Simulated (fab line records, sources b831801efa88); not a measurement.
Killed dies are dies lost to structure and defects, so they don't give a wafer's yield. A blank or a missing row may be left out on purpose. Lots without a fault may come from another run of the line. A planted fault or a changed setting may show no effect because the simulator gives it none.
Problem report in the 8D (eight disciplines) form, filled by code | flow gf180mcu | the parts of the form that need people (team, actions taken, sign-off) are left out

1. THE PROBLEM
M2_ALCU_RS at GF_M2_RS_MEAS_05 reads a mean of 0.0633 ohm/sq on 6 wafers of 2 lots; wafers without a fault read 0.0695 ohm/sq with a standard deviation of 0.00077. That is -8.0 standard deviations from the usual mean.
The step: measures by four-point-probe.
First seen on wafer L768.2, day 21 01:06, on film_metro-04. The record holds 36 wafers of 12 lots with a number at this step. Rule for "out", or "out of limits": more than 4 standard deviations from the usual mean. The other wafers with a number count as sound.

2. WHAT IT IS AND WHAT IT IS NOT
question                    | is                     | is not
which readings at this step | M2_ALCU_RS             | -
which lots                  | L768, L769             | L762, L763, L764, L766, L777, L778, L780, L781, L782, L783
which wafers of those lots  | all that have a number | -
read on which gauges        | film_metro-04          | film_metro-01, film_metro-03
when                        | from day 21 01:06      | up to then (12 sound wafers); but 18 sound wafers of L777, L778, L780, L781, L782, L783 came after

3. SUSPECTS, AND WHAT RULES EACH OUT
Counting: a tool at a process step up to the reading stays a suspect if it ran every lot that is out and no sound lot after the first of them.
- the gauge at GF_M2_RS_MEAS_05: ruled out. All the wafers that are out were read on film_metro-04, but those of them that GF_M2_SPUTTER_02 has rows for are out there too, on other tools.
- pvd_sputter-03 at GF_M2_SPUTTER_02 (material AlCu, target thk 450 nm, time 23.9 s): ruled out as a lasting fault. Sound lots L782 ran on it after its first lot that is out, L768 (day 21 00:59).
- pvd_sputter-03 at GF_M2_SPUTTER_03 (material Ti, target thk 10 nm, time 6.7 s): ruled out as a lasting fault. Sound lots L782 ran on it after its first lot that is out, L768 (day 21 01:01).
Left after counting: nothing in the record.

4. THE CAUSE (what the simulator had put in)
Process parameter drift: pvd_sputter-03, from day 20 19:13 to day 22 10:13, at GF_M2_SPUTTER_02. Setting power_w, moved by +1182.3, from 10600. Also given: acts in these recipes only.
Counting ruled it out, wrongly: the rule takes a fault to strike every lot that its tool runs from its start on, and this one did not.

5. THE CHAIN OF EFFECTS, in route order
Each row: a reading whose mean over the struck wafers that have a number lies more than 3 standard deviations from the usual. Only readings for which the record gives a usual standard deviation are gone through. hours: the time from each lot's start at the first step in this table that gives one to its start at this step, as a median over the lots. sigmas: the change in usual standard deviations.
hours | step              | reading            | usual         | on struck wafers | change  | sigmas
0     | GF_M2_SPUTTER_02  | cathode_dc_power_W | 10600 W       | 11781            | +1181   | +99 or more
0     | GF_M2_RS_MEAS_05  | M2_ALCU_RS         | 0.0695 ohm/sq | 0.0633           | -0.0062 | -8.0
0     | GF_M2_THK_MEAS_06 | M2_ALCU_THK        | 457 nm        | 502              | +45     | +8.0
The process steps in it:
- GF_M2_SPUTTER_02: material AlCu, target thk 450 nm, time 23.9 s.
Later measuring or inspecting steps at which every struck wafer that the step has a row for has a number for every such reading, and none has moved that far: GF_M2_OVL_MEAS_15.

6. WHAT WOULD HAVE CAUGHT IT SOONER
In this record the first reading out of limits at a measuring or inspecting step was taken at day 21 01:06, 6 hours after the fault began at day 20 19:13.
The tool's own readings at GF_M2_SPUTTER_02 were out on every struck wafer that the step has a row for (cathode_dc_power_W): an alarm limit on them would have fired on the first of those.
